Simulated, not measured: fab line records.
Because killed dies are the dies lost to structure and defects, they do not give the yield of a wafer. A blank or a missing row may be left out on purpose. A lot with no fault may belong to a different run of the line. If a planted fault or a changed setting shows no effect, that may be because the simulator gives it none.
Matching of chambers / flow sky130 / 4 sister chambers for SKY_PAD_OPEN_ETCH_07 on rieDiel-01
The step etches the open film in CF4/O2, stops on AlCu, target depth 725 nm, time 161.1 s. 16 wafers are shown with their chamber, then 8 later ones without.

## WAFERS PAIRED WITH THEIR CHAMBERS
wafer=L078.3; chamber=0; drypumpMotorCurrentA (A)=5.9; throttleValvePct (%)=5.965; oesProductAu (a.u.)=0.984
wafer=L078.5; chamber=2; drypumpMotorCurrentA (A)=5.2; throttleValvePct (%)=5.963; oesProductAu (a.u.)=0.991
wafer=L078.6; chamber=3; drypumpMotorCurrentA (A)=5.2; throttleValvePct (%)=5.954; oesProductAu (a.u.)=0.991
wafer=L080.2; chamber=1; drypumpMotorCurrentA (A)=6.6; throttleValvePct (%)=5.961; oesProductAu (a.u.)=0.976
wafer=L080.3; chamber=3; drypumpMotorCurrentA (A)=5.2; throttleValvePct (%)=5.956; oesProductAu (a.u.)=0.971
wafer=L080.4; chamber=2; drypumpMotorCurrentA (A)=5.2; throttleValvePct (%)=5.976; oesProductAu (a.u.)=0.983
wafer=L082.1; chamber=2; drypumpMotorCurrentA (A)=5.2; throttleValvePct (%)=5.964; oesProductAu (a.u.)=0.972
wafer=L082.2; chamber=1; drypumpMotorCurrentA (A)=6.6; throttleValvePct (%)=5.965; oesProductAu (a.u.)=0.961
wafer=L082.4; chamber=3; drypumpMotorCurrentA (A)=5.2; throttleValvePct (%)=5.949; oesProductAu (a.u.)=0.983
wafer=L087.1; chamber=3; drypumpMotorCurrentA (A)=5.2; throttleValvePct (%)=5.967; oesProductAu (a.u.)=0.962
wafer=L087.2; chamber=0; drypumpMotorCurrentA (A)=5.9; throttleValvePct (%)=5.958; oesProductAu (a.u.)=0.977
wafer=L087.4; chamber=2; drypumpMotorCurrentA (A)=5.2; throttleValvePct (%)=5.969; oesProductAu (a.u.)=0.978
wafer=L088.2; chamber=0; drypumpMotorCurrentA (A)=5.9; throttleValvePct (%)=5.959; oesProductAu (a.u.)=0.983
wafer=L088.3; chamber=3; drypumpMotorCurrentA (A)=5.3; throttleValvePct (%)=5.971; oesProductAu (a.u.)=0.969
wafer=L088.5; chamber=0; drypumpMotorCurrentA (A)=5.9; throttleValvePct (%)=5.970; oesProductAu (a.u.)=0.985
wafer=L091.2; chamber=0; drypumpMotorCurrentA (A)=5.9; throttleValvePct (%)=5.961; oesProductAu (a.u.)=0.968

SIGNATURES (means of the wafers above)
reading=drypumpMotorCurrentA; chamber 0=5.900; chamber 1=6.600; chamber 2=5.200; chamber 3=5.220; scatter within a chamber=0.0258
reading=throttleValvePct; chamber 0=5.96260; chamber 1=5.96300; chamber 2=5.96800; chamber 3=5.95940; scatter within a chamber=0.00678
reading=oesProductAu; chamber 0=0.97940; chamber 1=0.96850; chamber 2=0.98100; chamber 3=0.97520; scatter within a chamber=0.00935
Rule: for a wafer and a chamber, the distance is found by dividing, reading by reading, the gap between the wafer's reading and the chamber's mean by the reading's scatter, squaring, summing and taking the root. The wafer belongs to the nearest chamber; if the next one is less than 2 further off, it can't be placed. The scatter: take each reading less its chamber's mean, square it, sum over the shown wafers, divide by the number of wafers less the number of chambers, and take the root.

## WAFERS MISSING THEIR CHAMBER
wafer=L091.4; drypumpMotorCurrentA (A)=5.2; throttleValvePct (%)=5.958; oesProductAu (a.u.)=0.966
wafer=L091.5; drypumpMotorCurrentA (A)=6.6; throttleValvePct (%)=5.972; oesProductAu (a.u.)=0.975
wafer=L093.1; drypumpMotorCurrentA (A)=6.6; throttleValvePct (%)=5.964; oesProductAu (a.u.)=0.984
wafer=L093.4; drypumpMotorCurrentA (A)=5.9; throttleValvePct (%)=5.955; oesProductAu (a.u.)=0.980
wafer=L093.5; drypumpMotorCurrentA (A)=5.2; throttleValvePct (%)=5.968; oesProductAu (a.u.)=0.984
wafer=L097.2; drypumpMotorCurrentA (A)=5.2; throttleValvePct (%)=5.975; oesProductAu (a.u.)=0.974
wafer=L097.5; drypumpMotorCurrentA (A)=6.6; throttleValvePct (%)=5.966; oesProductAu (a.u.)=0.976
wafer=L097.6; drypumpMotorCurrentA (A)=5.9; throttleValvePct (%)=5.958; oesProductAu (a.u.)=0.980

## EACH ONE'S CHAMBER
wafer=L091.4; from the rows above=can't be placed: 3 or 2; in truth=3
wafer=L091.5; from the rows above=1; in truth=1
wafer=L093.1; from the rows above=1; in truth=1
wafer=L093.4; from the rows above=0; in truth=0
wafer=L093.5; from the rows above=can't be placed: 2 or 3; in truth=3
wafer=L097.2; from the rows above=can't be placed: 2 or 3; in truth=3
wafer=L097.5; from the rows above=1; in truth=1
wafer=L097.6; from the rows above=0; in truth=0
Correctly placed: 5 of 8. Cannot be placed on the basis of these rows: 3; the candidates contain the true chamber in 3. Number placed wrongly: 0.
